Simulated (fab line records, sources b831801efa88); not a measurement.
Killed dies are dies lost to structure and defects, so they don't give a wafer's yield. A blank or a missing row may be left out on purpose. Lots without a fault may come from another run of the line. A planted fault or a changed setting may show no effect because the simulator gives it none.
Chamber matching | flow sky130 | SKY_VIA1_CMP_02 on cmp-02: 4 sister chambers
The step polishes SiO2. 8 wafers are shown with their chamber, then 9 later ones without.

WAFERS WITH THEIR CHAMBER
wafer  | chamber | motor_current_A (A) | slurry_flow_ml_min
L756.5 | 1       | 13.3                | 150.3
L756.6 | 2       | 12.3                | 149.9
L770.1 | 3       | 11.0                | 150.1
L770.3 | 1       | 13.4                | 149.5
L770.4 | 0       | 10.9                | 149.4
L771.2 | 0       | 11.3                | 149.8
L771.4 | 2       | 12.3                | 150.6
L771.5 | 3       | 11.7                | 149.6

WAFERS WITHOUT THEIR CHAMBER
wafer  | motor_current_A (A) | slurry_flow_ml_min
L772.2 | 11.8                | 149.4
L772.5 | 13.6                | 150.6
L772.6 | 13.1                | 149.6
L775.1 | 12.9                | 150.2
L775.5 | 13.8                | 149.7
L775.6 | 12.7                | 150.8
L776.1 | 11.9                | 149.7
L776.4 | 11.5                | 151.8
L776.6 | 13.1                | 150.1

WHICH CHAMBER EACH WENT THROUGH
wafer  | from the rows above          | in truth
L772.2 | can't be placed: 3 or 0 or 2 | 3
L772.5 | 1                            | 1
L772.6 | 1                            | 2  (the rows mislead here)
L775.1 | can't be placed: 1 or 2      | 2
L775.5 | 1                            | 1
L775.6 | can't be placed: 2 or 1      | 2
L776.1 | can't be placed: 2 or 3 or 0 | 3
L776.4 | can't be placed: 3 or 2 or 0 | 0
L776.6 | can't be placed: 1 or 2      | 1
Placed correctly: 2 of 9. Can't be placed from these rows: 6 (the true chamber is among the candidates in 6). Placed wrongly: 1.
How it was worked out, from the rows above alone: a wafer's distance from a chamber is the root of the sum, over the readings, of the square of ((its reading less the chamber's mean) divided by the reading's scatter). The wafer belongs to the nearest chamber; if the next one is less than 2 further off, it can't be placed. A chamber's mean is the mean of its shown wafers. The scatter: the root of (the sum of the squares of (reading less its chamber's mean) over the shown wafers, divided by (wafers less chambers)).
